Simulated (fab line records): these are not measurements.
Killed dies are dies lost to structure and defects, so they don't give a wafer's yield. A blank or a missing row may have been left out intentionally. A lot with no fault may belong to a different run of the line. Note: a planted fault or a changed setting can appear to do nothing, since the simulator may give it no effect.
Check of tool commonality | flow sky130 | Sampled: 12 lots, 36 wafers

WHAT PROMPTED THE OPENING
Flagged at SKY_SD_P_CD_MEAS_07: reading cd-nm, on 2 of 12 lots. No-fault wafers: 379.4 nm, standard deviation 2.5.
Rule: flag the lot when none of its wafers has a number, or when each of its wafers that has one lies beyond 4 standard deviations from that mean. The rest of the lots are taken to be sound.

lot  | measured     | on        | cd-nm (nm), wafer by wafer | flag
L531 | day 25 05:53 | cd-sem-01 | 378.7 375.4 377.8          |
L532 | day 25 08:18 | cd-sem-01 | 377.9 376.9 375.7          |
L533 | day 25 15:10 | cd-sem-01 | 383.1 382.0 381.4          |
L536 | day 27 16:58 | cd-sem-02 | 379.1 378.1 381.1          |
L534 | day 27 20:00 | cd-sem-01 | 380.6 381.0 381.2          |
L535 | day 27 20:43 | cd-sem-02 | 380.1 382.3 380.9          |
L543 | day 29 23:15 | cd-sem-01 | 276.7 275.5 276.3          | FLAGGED
L542 | day 30 01:31 | cd-sem-02 | 268.0 269.8 269.0          | FLAGGED
L547 | day 30 21:10 | cd-sem-02 | 378.1 378.5 378.1          |
L548 | day 30 23:50 | cd-sem-02 | 378.7 382.6 381.6          |
L549 | day 31 11:05 | cd-sem-01 | 376.6 377.8 381.7          |
L552 | day 32 03:44 | cd-sem-02 | 383.3 384.1 383.6          |
The mean of the flagged lots' numbers is 272.6 nm, -106.8 nm from the usual (-43 standard deviations).

EACH LOT AND THE TOOL IT RAN ON
The record holds 3 process steps before the reading, out of a route of 708 steps. Cell contents, in order: the tool; ch with the chambers the sampled wafers went through; the start.
lot  | flag    | SKY_LDD_HVN_STRIP_09                 | SKY_SPACER_ETCHBACK_02             | SKY_SD_P_DEVELOP_06
L531 |         | plasma-asher-03 ch 0,1, day 20 05:37 | rie-diel-04 ch 0,2,3, day 22 17:40 | litho-track-01 ch 0, day 25 05:44
L532 |         | plasma-asher-01 ch 0,1, day 20 09:09 | rie-diel-01 ch 0,3, day 22 21:05   | litho-track-01 ch 0, day 25 08:10
L533 |         | plasma-asher-04 ch 0,1, day 20 16:36 | rie-diel-01 ch 1,3, day 23 04:20   | litho-track-02 ch 0, day 25 15:02
L536 |         | plasma-asher-03 ch 0,1, day 22 16:22 | rie-diel-02 ch 0,2,3, day 25 06:31 | litho-track-03 ch 0, day 27 16:49
L534 |         | plasma-asher-04 ch 0,1, day 22 19:04 | rie-diel-01 ch 0,3, day 25 08:53   | litho-track-02 ch 0, day 27 19:51
L535 |         | plasma-asher-03 ch 0,1, day 22 19:09 | rie-diel-02 ch 2,3, day 25 10:05   | litho-track-03 ch 0, day 27 20:34
L543 | FLAGGED | plasma-asher-01 ch 0,1, day 25 01:26 | rie-diel-04 ch 0,3, day 27 13:29   | litho-track-03 ch 0, day 29 23:07
L542 | FLAGGED | plasma-asher-01 ch 0,1, day 25 01:51 | rie-diel-04 ch 0,3, day 27 16:04   | litho-track-03 ch 0, day 30 01:22
L547 |         | plasma-asher-04 ch 0,1, day 25 23:04 | rie-diel-04 ch 1,2, day 28 11:53   | litho-track-01 ch 0, day 30 21:01
L548 |         | plasma-asher-03 ch 0,1, day 26 03:02 | rie-diel-02 ch 1,2, day 28 15:25   | litho-track-01 ch 0, day 30 23:41
L549 |         | plasma-asher-01 ch 0,1, day 26 13:09 | rie-diel-04 ch 1,3, day 29 02:20   | litho-track-02 ch 0, day 31 10:56
L552 |         | plasma-asher-01 ch 0,1, day 27 07:23 | rie-diel-04 ch 0,1,3, day 29 20:31 | litho-track-02 ch 0, day 32 03:35
What the steps here do:
- SKY_LDD_HVN_STRIP_09: strips in O2/N2.
- SKY_SPACER_ETCHBACK_02: etches Si3N4 in CH3F/O2, stops on SiO2, time 46.7 s, target depth 45 nm.
- SKY_SD_P_DEVELOP_06: develop time 60 s.
- SKY_SD_P_CD_MEAS_07: target cd 380 nm.

FLAGGED OVER TOTAL, TOOL BY TOOL (the gauges that took the reading come last)
step                   | tool            | lots run | flagged | share of the flagged lots | sound lots run after its first flagged lot
SKY_LDD_HVN_STRIP_09   | plasma-asher-01 | 5        | 2       | all                       | 2 (L549,L552)
SKY_LDD_HVN_STRIP_09   | plasma-asher-03 | 4        | 0       | none                      | -
SKY_LDD_HVN_STRIP_09   | plasma-asher-04 | 3        | 0       | none                      | -
SKY_SPACER_ETCHBACK_02 | rie-diel-01     | 3        | 0       | none                      | -
SKY_SPACER_ETCHBACK_02 | rie-diel-02     | 3        | 0       | none                      | -
SKY_SPACER_ETCHBACK_02 | rie-diel-04     | 6        | 2       | all                       | 3 (L547,L549,L552)
SKY_SD_P_DEVELOP_06    | litho-track-01  | 4        | 0       | none                      | -
SKY_SD_P_DEVELOP_06    | litho-track-02  | 4        | 0       | none                      | -
SKY_SD_P_DEVELOP_06    | litho-track-03  | 4        | 2       | all                       | 0
SKY_SD_P_CD_MEAS_07    | cd-sem-01       | 6        | 1       | some                      | 1 (L549)
SKY_SD_P_CD_MEAS_07    | cd-sem-02       | 6        | 1       | some                      | 3 (L547,L548,L552)

WHAT IS ALLOWED BY THE TABLE
In the table, 3 rows ran each flagged lot (plasma-asher-01 at SKY_LDD_HVN_STRIP_09; rie-diel-04 at SKY_SPACER_ETCHBACK_02; litho-track-03 at SKY_SD_P_DEVELOP_06).
- plasma-asher-01 at SKY_LDD_HVN_STRIP_09: 2 of its 5 lots flagged. Sound lots ran on it after the first flagged one (L549, L552), which a lasting fault on the whole tool wouldn't allow.
- rie-diel-04 at SKY_SPACER_ETCHBACK_02: 2 of its 6 lots flagged. Sound lots ran on it after the first flagged one (L547, L549, L552), which a lasting fault on the whole tool wouldn't allow.
- litho-track-03 at SKY_SD_P_DEVELOP_06: 2 of its 4 lots flagged. Last sound lot L535 at day 27 20:34, first flagged lot L543 at day 29 23:07; a fault beginning in between fits.
Left over: one tool, litho-track-03 at SKY_SD_P_DEVELOP_06.

WHAT THE SIMULATOR HAD PUT IN
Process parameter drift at SKY_SD_P_DEVELOP_06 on litho-track-03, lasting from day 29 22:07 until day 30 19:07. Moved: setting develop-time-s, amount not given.
Shown lots that were struck: L543, L542. The rule given above showed the same thing.
